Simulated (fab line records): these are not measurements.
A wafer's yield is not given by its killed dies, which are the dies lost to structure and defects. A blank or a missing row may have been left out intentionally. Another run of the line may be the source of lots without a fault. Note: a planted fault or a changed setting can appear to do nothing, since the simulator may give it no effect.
fab line records | flow sky130
[record] lots = 6 wafers = 18 last_day = 49
route steps=708 shown LOCAL_INTERCONNECT@390 PAD_OPEN@708
lots that met no fault: taken from a fault-free run of the same line
start_h: hours from the record's opening day to when the first of the lot's shown wafers began | wait_h: time in hours since the lot's previous step | " the same as in the row above | L1.1+2: a row that stands for several wafers | - either no value or no given start | * or withheld: withheld | < > ~ a bound
route shown NAME@n: names a module that has steps shown in the file, with the first one's number in the route | usual: mean/standard deviation taken from wafers without a fault | same: alike in all rows | chamber/n: place in a boat | sites: per-site readings | _std_site: how widely they spread, as a standard deviation | _edge_site: inner sites' mean taken away from outer sites' mean | radius_mm: for every site, how far away it sits from the centre of the wafer | mask NAME#n: copy n | behind: the last tool/chamber to shape the wafer | hold: reason for holding the lot/hours on hold/outcome of the hold | device: which transistor (n, p or np) failed to switch | end of line: tests of these same wafers at the route's end | a step without rows: its recipe alone | killed: the dies lost at the first sort to structure and to defects; this is not the yield of the wafer | map: a wafer's dies, marking killed ones x, the rest . and places with no die _
set.NAME: the run value of the setting; set.NAME@STEP: its run value at that earlier step | model.NAME: the simulator's own value behind a step, which no gauge read
lots seen at some steps along the route; tables by step, rows by wafer
services: when a tool's chamber went out of use (start_h, in hours from the record's first day, below 0 if earlier), for how many hours, and the reason
[[steps]]
[step SKY_LOCAL_INTERCONNECT_DEHYDRATE_03]
[recipe] temp_c = 200 time_s = 60
[step SKY_LOCAL_INTERCONNECT_HMDS_04]
[recipe] prime_time_s = 60 prime_temp_c = 120
[step SKY_LOCAL_INTERCONNECT_COAT_05]
[recipe] resist = BARC temp_c = withheld time_s = withheld spin_rpm = 3000 resist_thk_nm = 60
[step SKY_LOCAL_INTERCONNECT_COAT_06]
[recipe] resist = KrF-thick spin_rpm = 3000 resist_thk_nm = 443.6
[step SKY_LOCAL_INTERCONNECT_SOFTBAKE_07]
[recipe] temp_c = 100 time_s = 90 resist = KrF-thick
[step SKY_LOCAL_INTERCONNECT_EXPOSE_08]
[recipe] mask_id = LI1M na = 0.8 source_shape = annular sigma_inner = 0.55 sigma_outer = 0.85 target_cd_nm = 170 dose_mj = 28
[step SKY_LOCAL_INTERCONNECT_PEB_09]
[recipe] peb_temp_c = withheld peb_time_s = withheld resist = KrF-thick
[step SKY_LOCAL_INTERCONNECT_DEVELOP_10]
[recipe] develop_time_s = 60 resist = KrF-thick dev_temp_c = 21
[step SKY_LOCAL_INTERCONNECT_CD_MEAS_11]
[recipe] target_cd_nm = 170
[usual] cd_nm = 169.5/1.5
// columns lot.wafer tool chamber start_h wait_h cd_nm
L576.1 cd_sem-01 - 711.52 - 170.3
L576.4 " - " " 168.7
L576.6 " - " " 170.3
L580.1 cd_sem-02 - 742.24 - 170.7
L580.2 " - " " 169.8
L580.6 " - " " 171.1
L587.1 cd_sem-01 - 801.10 - 169.7
L587.4 " - " " 170.3
L587.5 " - " " 170.4
L588.2 cd_sem-01 - 810.53 - 169.0
L588.4 " - " " 168.1
L588.5 " - " " 169.1
L591.2 cd_sem-02 - 828.36 - 170.0
L591.3 " - " " 169.3
L591.4 " - " " 169.5
L595.3 cd_sem-01 - 855.21 - 169.8
L595.5 " - " " 170.7
L595.6 " - " " 170.3
[step SKY_LOCAL_INTERCONNECT_OVL_MEAS_12]
[usual] LOCAL_INTERCONNECT_OVL = -3/4.9
// columns lot.wafer tool chamber start_h wait_h LOCAL_INTERCONNECT_OVL[nm]
L576.1 overlay-01 - 711.64 0.1 -9
L576.4 " - " " -5
L576.6 " - " " 0
L580.1 overlay-02 - 742.36 0.1 2
L580.2 " - " " 1
L580.6 " - " " 2
L587.1 overlay-02 - 801.22 0.1 -2
L587.4 " - " " 3
L587.5 " - " " -6
L588.2 overlay-02 - 810.63 0.1 -2
L588.4 " - " " -2
L588.5 " - " " 2
L591.2 overlay-02 - 828.47 0.1 0
L591.3 " - " " -5
L591.4 " - " " 2
L595.3 overlay-01 - 855.30 0.1 0
L595.5 " - " " -7
L595.6 " - " " -1
[step SKY_LOCAL_INTERCONNECT_ETCH_13]
[recipe] chemistry = N2/H2 target = BARC ion_energy_ev = 200 bias_w = 100 pressure_mtorr = 30 n2_flow_sccm = 100 h2_flow_sccm = 200 icp_w = 500 stop_on = SiO2 time_s = 45.9 target_depth_a = 600
[usual] drypump_motor_current_A = 5.8/0.36 h2_flow_sccm = 199.9/0.61 oes_product_au = 0.855/0.0048 throttle_valve_pct = 13.224/0.0097
// columns lot.wafer tool chamber start_h wait_h drypump_motor_current_A h2_flow_sccm oes_product_au rf_hours_counter_h throttle_valve_pct
L576.1 rie_metal-04 1 711.68 0.0 6.5 200.5 0.849 14 13.227
L576.4 " 1 " " 6.4 199.9 0.860 - 13.220
L576.6 " 1 " " 6.4 199.2 0.848 - 13.223
L580.1 rie_metal-01 0 742.39 0.0 5.5 199.6 0.859 10 13.221
L580.2 " 1 " " 6.0 200.2 0.857 12 13.220
L580.6 " 1 " " 6.0 199.5 0.856 - 13.228
L587.1 rie_metal-02 0 801.26 0.0 5.3 199.2 0.854 1 13.223
L587.4 " 1 " " 5.6 199.6 0.852 - 13.225
L587.5 " 0 " " 5.3 200.5 0.857 - 13.228
L588.2 rie_metal-01 0 810.66 0.0 5.5 201.1 0.861 13 13.229
L588.4 " 0 " " 5.5 200.9 0.863 - 13.223
L588.5 " 0 " " 5.5 200.6 0.852 - 13.230
L591.2 rie_metal-02 0 828.50 0.0 5.3 199.7 0.856 2 13.229
L591.3 " 1 " " 5.6 200.2 0.858 - 13.219
L591.4 " 0 " " 5.3 200.1 0.843 - 13.222
L595.3 rie_metal-01 1 855.35 0.0 6.0 200.6 0.859 - 13.248
L595.5 " 0 " " 5.5 200.4 0.860 - 13.236
L595.6 " 1 " " 6.0 200.4 0.859 - 13.221
[step SKY_LOCAL_INTERCONNECT_METAL_ETCH_14]
[recipe] target_depth_nm = 110 stop_on = PSG chemistry = Cl2/BCl3 target = TiN resist_sidewall_deg = 88 pressure_mtorr = 10 icp_w = 900 bias_w = 48.5 Cl2_flow_sccm = 60 bcl3_flow_sccm = 30 time_s = 31.4
[usual] drypump_motor_current_A = 5.8/0.36 oes_product_au = 0.942/0.0075 throttle_valve_pct = 21.901/0.0093
// columns lot.wafer tool chamber start_h wait_h drypump_motor_current_A oes_product_au rf_hours_counter_h throttle_valve_pct
L576.1 rie_metal-04 1 711.74 0.0 6.4 0.935 14 21.905
L576.4 " 1 " " 6.4 0.946 - 21.893
L576.6 " 1 " " 6.4 0.947 - 21.876
L580.1 rie_metal-01 0 742.46 0.0 5.5 0.943 10 21.895
L580.2 " 1 " " 6.0 0.933 12 21.902
L580.6 " 1 " " 6.0 0.936 - 21.912
L587.1 rie_metal-02 0 801.32 0.0 5.3 0.946 1 21.905
L587.4 " 1 " " 5.6 0.942 - 21.917
L587.5 " 0 " " 5.3 0.942 - 21.905
L588.2 rie_metal-01 0 810.72 0.0 5.5 0.942 13 21.916
L588.4 " 0 " " 5.5 0.948 - 21.884
L588.5 " 0 " " 5.5 0.950 - 21.903
L591.2 rie_metal-02 0 828.56 0.0 5.3 0.928 2 21.901
L591.3 " 1 " " 5.6 0.938 - 21.914
L591.4 " 0 " " 5.3 0.939 - 21.906
L595.3 rie_metal-01 1 855.41 0.0 6.0 0.943 - 21.904
L595.5 " 0 " " 5.5 0.945 - 21.900
L595.6 " 1 " " 6.1 0.940 - 21.893
[step SKY_LOCAL_INTERCONNECT_STRIP_15]
[recipe] chemistry = O2/N2 power_w = 1400 pressure_mtorr = 1500 platen_temp_c = withheld o2_flow_sccm = 3000 n2_flow_sccm = 300 overash_fraction = 0.5
[usual] chamber_pressure_mTorr = 1500.2/1.4 drypump_motor_current_A = 5.7/0.35 oes_product_au = 0.424/0.0045 overash_fraction = 0.5/0 strip_time_to_endpoint_s = 4.652/0.021
// columns lot.wafer tool chamber start_h wait_h chamber_pressure_mTorr drypump_motor_current_A oes_product_au overash_fraction rf_hours_counter_h strip_time_to_endpoint_s model.KrF-thick_of_LOCAL_INTERCONNECT_COAT_06.thk_nm
L576.1 plasma_asher-03 1 711.79 0.0 1502.4 5.3 0.433 0.5 90 4.650 0
L576.4 " 0 " " 1500.1 6.4 0.420 0.5 - 4.650 0
L576.6 " 1 " " 1499.3 5.3 0.421 0.5 - 4.674 0
L580.1 plasma_asher-01 0 742.51 0.0 1502.6 5.7 0.425 0.5 35 4.620 0
L580.2 " 1 " " 1499.2 5.9 0.430 0.5 35 4.634 0
L580.6 " 1 " " 1502.5 6.0 0.428 0.5 - 4.628 0
L587.1 plasma_asher-02 0 801.37 0.0 - - - - - - 341.8
L587.4 " 1 " " - - - - - - 342.2
L587.5 " 0 " " - - - - - - 341.7
L588.2 plasma_asher-03 0 810.78 0.0 - - - - - - 341.5
L588.4 " 0 " " - - - - - - 343
L588.5 " 1 " " - - - - - - 341.7
L591.2 plasma_asher-01 1 828.61 0.0 1502.5 5.9 0.421 0.5 44 4.643 0
L591.3 " 0 " " 1498.7 5.7 0.414 0.5 - 4.633 0
L591.4 " 1 " " 1502.2 5.9 0.425 0.5 - 4.663 0
L595.3 plasma_asher-01 0 855.48 0.1 1498.0 5.7 0.423 0.5 - 4.671 0
L595.5 " 1 " " 1498.8 5.9 0.415 0.5 - 4.688 0
L595.6 " 0 " " 1497.5 5.8 0.422 0.5 - 4.678 0
[step SKY_LOCAL_INTERCONNECT_STRIP_16]
[recipe] chemistry = post_etch_residue_remover time_s = 1200 temp_c = 72.5
[step SKY_PAD_OPEN_PROBE_99]
[usual] killed_at_M0_to_M3 = 43/6.5 killed_at_M4_up = 3.2/1.8 killed_at_contacts = 24/5 killed_at_front_end = 15/4.1 killed_at_other = 0.3/0.54 killed_dies = 85/9.3 killed_on_rim = 16/4.1 killed_open = 47/7.2 killed_short = 39/5.9
[same] gross_dies = 492 killed_at_back_side = 0
// columns lot.wafer tool chamber start_h wait_h hold killed_at_M0_to_M3 killed_at_M4_up killed_at_contacts killed_at_front_end killed_at_other killed_dies killed_on_rim killed_open killed_short
L576.1 prober-01 - 1083.56 0.1 - 47 1 24 19 0 91 18 45 45
L576.4 prober-01 - 1083.71 0.2 - 39 8 27 24 0 98 18 58 40
L576.6 prober-01 - 1083.81 0.2 - 43 2 17 20 0 82 17 42 40
L580.1 prober-01 - 1104.18 0.1 - 47 3 26 13 0 89 16 52 37
L580.2 prober-01 - 1104.23 0.1 - 35 4 18 11 0 68 11 40 28
L580.6 prober-01 - 1104.43 0.2 - 43 6 21 19 0 89 16 39 50
L587.1 prober-02 - 1146.70 0.1 await_dispo/2.6h/scrap 45 3 426 17 1 492 96 64 34
L587.4 prober-02 - 1146.85 0.2 await_dispo/2.6h/scrap 43 3 435 11 0 492 96 49 32
L587.5 prober-02 - 1146.90 0.2 await_dispo/2.6h/scrap 35 4 444 9 0 492 96 35 36
L588.2 prober-01 - 1152.51 0.1 await_dispo/1.8h/scrap 49 2 424 17 0 492 96 46 40
L588.4 prober-01 - 1152.61 0.2 await_dispo/1.8h/scrap 43 4 428 16 1 492 96 41 51
L588.5 prober-01 - 1152.66 0.2 await_dispo/1.8h/scrap 54 2 412 24 0 492 96 50 57
L591.2 prober-02 - 1165.76 0.1 - 39 4 26 15 0 84 14 48 36
L591.3 prober-02 - 1165.81 0.2 - 47 5 25 14 0 91 22 56 35
L591.4 prober-02 - 1165.86 0.2 - 37 1 22 16 1 77 17 43 34
L595.3 prober-02 - 1184.33 0.2 - 55 2 16 13 1 87 21 58 29
L595.5 prober-02 - 1184.43 0.2 - 53 2 21 14 1 91 14 51 40
L595.6 prober-02 - 1184.48 0.2 - 44 0 21 20 0 85 9 48 37
// killed by level:class
L576.1 VIA1:geometric_particle:open=14 CONTACT:geometric_particle:open=8 VIA3:geometric_particle:open=8 LOCAL_INTERCONNECT:geometric_particle:short=7 METAL2:geometric_particle:short=6 VIA2:geometric_particle:short=5 FIELD_ISO:geometric_particle:short=4 POLY_GATE:geometric_particle:short=4
L576.4 CONTACT:geometric_particle:open=9 VIA1:geometric_particle:open=9 LI_CONTACT:geometric_particle:open=8 FIELD_ISO:geometric_particle:open=7 VIA3:geometric_particle:open=6 METAL2:geometric_particle:short=6 POLY_GATE:geometric_particle:open=5 METAL4:geometric_particle:short=5
L576.6 VIA2:geometric_particle:open=10 FIELD_ISO:geometric_particle:short=9 CONTACT:geometric_particle:open=6 METAL1:geometric_particle:short=6 VIA1:geometric_particle:open=6 FIELD_ISO:geometric_particle:open=5 METAL2:geometric_particle:short=5 LOCAL_INTERCONNECT:geometric_particle:short=4
L580.1 VIA1:geometric_particle:open=14 CONTACT:geometric_particle:open=10 VIA3:geometric_particle:open=8 VIA1:geometric_particle:short=7 LI_CONTACT:geometric_particle:open=5 POLY_GATE:geometric_particle:open=4 POLY_GATE:geometric_particle:short=4 LOCAL_INTERCONNECT:geometric_particle:short=4
L580.2 VIA1:geometric_particle:open=9 LI_CONTACT:geometric_particle:open=6 CONTACT:geometric_particle:open=6 VIA2:geometric_particle:open=4 CONTACT:geometric_particle:short=4 FIELD_ISO:geometric_particle:open=3 POLY_GATE:geometric_particle:short=3 METAL1:geometric_particle:open=3
L580.6 VIA1:geometric_particle:open=9 VIA3:geometric_particle:open=7 LOCAL_INTERCONNECT:geometric_particle:short=7 POLY_GATE:geometric_particle:short=6 FIELD_ISO:geometric_particle:short=5 CONTACT:geometric_particle:open=5 CONTACT:geometric_particle:short=5 VIA1:geometric_particle:short=5
L587.1 CONTACT:area_cvd=394 VIA1:geometric_particle:open=14 CONTACT:geometric_particle:open=11 LI_CONTACT:geometric_particle:open=10 VIA2:geometric_particle:open=8 LI_CONTACT:geometric_particle:short=7 FIELD_ISO:geometric_particle:open=5 VIA1:geometric_particle:short=5
L587.4 CONTACT:area_cvd=411 VIA1:geometric_particle:open=15 LI_CONTACT:geometric_particle:open=11 VIA3:geometric_particle:open=5 METAL1:geometric_particle:short=5 CONTACT:geometric_particle:open=5 FIELD_ISO:geometric_particle:short=4 VIA2:geometric_particle:open=4
L587.5 CONTACT:area_cvd=421 VIA2:geometric_particle:open=8 METAL3:geometric_particle:short=7 LI_CONTACT:geometric_particle:open=7 CONTACT:geometric_particle:open=7 METAL4:geometric_particle:short=4 METAL2:geometric_particle:short=4 VIA1:geometric_particle:open=4
L588.2 CONTACT:area_cvd=406 METAL1:geometric_particle:short=10 VIA2:geometric_particle:open=8 CONTACT:geometric_particle:open=8 VIA1:geometric_particle:open=7 VIA3:geometric_particle:open=6 FIELD_ISO:geometric_particle:open=5 POLY_GATE:geometric_particle:short=5
L588.4 CONTACT:area_cvd=399 CONTACT:geometric_particle:short=9 LOCAL_INTERCONNECT:geometric_particle:short=8 LI_CONTACT:geometric_particle:open=6 CONTACT:geometric_particle:open=6 VIA1:geometric_particle:open=6 VIA2:geometric_particle:open=6 METAL3:geometric_particle:short=6
L588.5 CONTACT:area_cvd=385 VIA2:geometric_particle:open=10 CONTACT:geometric_particle:open=9 VIA1:geometric_particle:open=8 METAL1:geometric_particle:short=7 CONTACT:geometric_particle:short=7 METAL2:geometric_particle:short=6 VIA1:geometric_particle:short=6
L591.2 LI_CONTACT:geometric_particle:open=8 VIA1:geometric_particle:open=8 CONTACT:geometric_particle:open=8 METAL1:geometric_particle:short=8 VIA2:geometric_particle:open=8 CONTACT:geometric_particle:short=6 POLY_GATE:geometric_particle:open=5 FIELD_ISO:geometric_particle:short=3
L591.3 VIA1:geometric_particle:open=16 CONTACT:geometric_particle:open=10 LI_CONTACT:geometric_particle:open=9 VIA1:geometric_particle:short=7 VIA3:geometric_particle:open=6 POLY_GATE:geometric_particle:open=4 METAL1:geometric_particle:short=4 METAL2:geometric_particle:short=4
L591.4 CONTACT:geometric_particle:open=9 METAL1:geometric_particle:short=9 VIA1:geometric_particle:open=9 VIA2:geometric_particle:open=7 POLY_GATE:geometric_particle:short=4 LI_CONTACT:geometric_particle:open=4 CONTACT:geometric_particle:short=4 FIELD_ISO:geometric_particle:open=3
L595.3 VIA3:geometric_particle:open=13 VIA1:geometric_particle:open=13 CONTACT:geometric_particle:open=6 CONTACT:geometric_particle:short=5 VIA2:geometric_particle:open=5 FIELD_ISO:geometric_particle:open=4 SPACER:geometric_particle:open=4 LI_CONTACT:geometric_particle:open=4
L595.5 VIA1:geometric_particle:open=15 CONTACT:geometric_particle:open=8 VIA3:geometric_particle:open=8 LI_CONTACT:geometric_particle:open=6 VIA1:geometric_particle:short=6 METAL2:geometric_particle:short=5 FIELD_ISO:geometric_particle:short=4 POLY_GATE:geometric_particle:short=4
L595.6 VIA1:geometric_particle:open=10 CONTACT:geometric_particle:open=8 LI_CONTACT:geometric_particle:open=7 VIA3:geometric_particle:open=6 FIELD_ISO:geometric_particle:short=5 POLY_GATE:geometric_particle:open=5 VIA1:geometric_particle:short=5 VIA2:geometric_particle:open=5
// map L587.1 (x killed, . not)
__________xxxxxxxxxx_________
________xxxxxxxxxxxxxx_______
______xxxxxxxxxxxxxxxxxx_____
_____xxxxxxxxxxxxxxxxxxxx____
____xxxxxxxxxxxxxxxxxxxxxx___
___xxxxxxxxxxxxxxxxxxxxxxxx__
__xxxxxxxxxxxxxxxxxxxxxxxxxx_
_xxxxxxxxxxxxxxxxxxxxxxxxxxxx
_xxxxxxxxxxxxxxxxxxxxxxxxxxxx
_xxxxxxxxxxxxxxxxxxxxxxxxxxxx
_xxxxxxxxxxxxxxxxxxxxxxxxxxxx
_xxxxxxxxxxxxxxxxxxxxxxxxxxxx
_xxxxxxxxxxxxxxxxxxxxxxxxxxxx
_xxxxxxxxxxxxxxxxxxxxxxxxxxxx
_xxxxxxxxxxxxxxxxxxxxxxxxxxxx
__xxxxxxxxxxxxxxxxxxxxxxxxxx_
___xxxxxxxxxxxxxxxxxxxxxxxx__
____xxxxxxxxxxxxxxxxxxxxxx___
_____xxxxxxxxxxxxxxxxxxxx____
______xxxxxxxxxxxxxxxxxx_____
________xxxxxxxxxxxxxx_______
__________xxxxxxxxxx_________
// map L588.2 (x killed, . not)
__________xxxxxxxxxx_________
________xxxxxxxxxxxxxx_______
______xxxxxxxxxxxxxxxxxx_____
_____xxxxxxxxxxxxxxxxxxxx____
____xxxxxxxxxxxxxxxxxxxxxx___
___xxxxxxxxxxxxxxxxxxxxxxxx__
__xxxxxxxxxxxxxxxxxxxxxxxxxx_
_xxxxxxxxxxxxxxxxxxxxxxxxxxxx
_xxxxxxxxxxxxxxxxxxxxxxxxxxxx
_xxxxxxxxxxxxxxxxxxxxxxxxxxxx
_xxxxxxxxxxxxxxxxxxxxxxxxxxxx
_xxxxxxxxxxxxxxxxxxxxxxxxxxxx
_xxxxxxxxxxxxxxxxxxxxxxxxxxxx
_xxxxxxxxxxxxxxxxxxxxxxxxxxxx
_xxxxxxxxxxxxxxxxxxxxxxxxxxxx
__xxxxxxxxxxxxxxxxxxxxxxxxxx_
___xxxxxxxxxxxxxxxxxxxxxxxx__
____xxxxxxxxxxxxxxxxxxxxxx___
_____xxxxxxxxxxxxxxxxxxxx____
______xxxxxxxxxxxxxxxxxx_____
________xxxxxxxxxxxxxx_______
__________xxxxxxxxxx_________
[[services]]
// columns tool chamber start_h hours kind
rie_metal-02 0 723.02 10.2 repair
rie_metal-02 0 733.19 - clean
rie_metal-02 0 733.19 29.4 scheduled_down
rie_metal-02 0 733.19 29.4 vent_cycle
plasma_asher-02 - 734.70 1.1 repair
rie_metal-02 1 740.58 22.0 repair
plasma_asher-02 - 751.07 14.6 pm
rie_metal-04 1 768.00 - clean
rie_metal-04 1 768.00 27.9 scheduled_down
rie_metal-04 1 768.00 27.9 vent_cycle
rie_metal-02 0 779.14 9.0 repair
rie_metal-02 - 783.55 1.4 pm
plasma_asher-02 - 796.57 3.4 repair
rie_metal-04 0 799.50 5.3 repair
rie_metal-02 - 818.43 0.7 repair
rie_metal-01 1 825.24 - clean
rie_metal-01 1 825.24 16.4 scheduled_down
rie_metal-01 1 825.24 16.4 vent_cycle
[[key]]
[first_sign] step = SKY_LOCAL_INTERCONNECT_STRIP_15 reading = tool_record direction = missing
[effect] step = SKY_PAD_OPEN_PROBE_99 reading = killed_at_contacts direction = up sigmas = 82 usual = 24 struck = 428
[model_effect] step = SKY_LOCAL_INTERCONNECT_STRIP_15 value = KrF-thick_of_LOCAL_INTERCONNECT_COAT_06.thk_nm without = 0 struck = 342
[more_kills_born_at] SKY_CONTACT_CVD_00@pecvd-01 = 2416
met_at SKY_LOCAL_INTERCONNECT_STRIP_15
struck_wafers L587.1,L587.4,L587.5,L588.2,L588.4,L588.5
later_rows_left_out L587.1,L587.4,L587.5,L588.2,L588.4,L588.5
tester_left_out L587,L588
onset_between 711.79 801.37
[fault] kind = skipped_step_whole tool = plasma_asher-02,plasma_asher-03 chamber = - onset_h = 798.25 steps = SKY_LOCAL_INTERCONNECT_STRIP_15 scope = struck_lots_only
// tester_left_out: of these lots the tester's yield and bins aren't shown, on N5 and GAA mostly nor the transistor test; their killed dies are dies lost to structure and defects alone, not to doping, threshold or leakage, so they don't give the yield
// later_rows_left_out: the simulator's readings of these wafers behind a module that went badly wrong aren't trusted and aren't shown, but for the sort
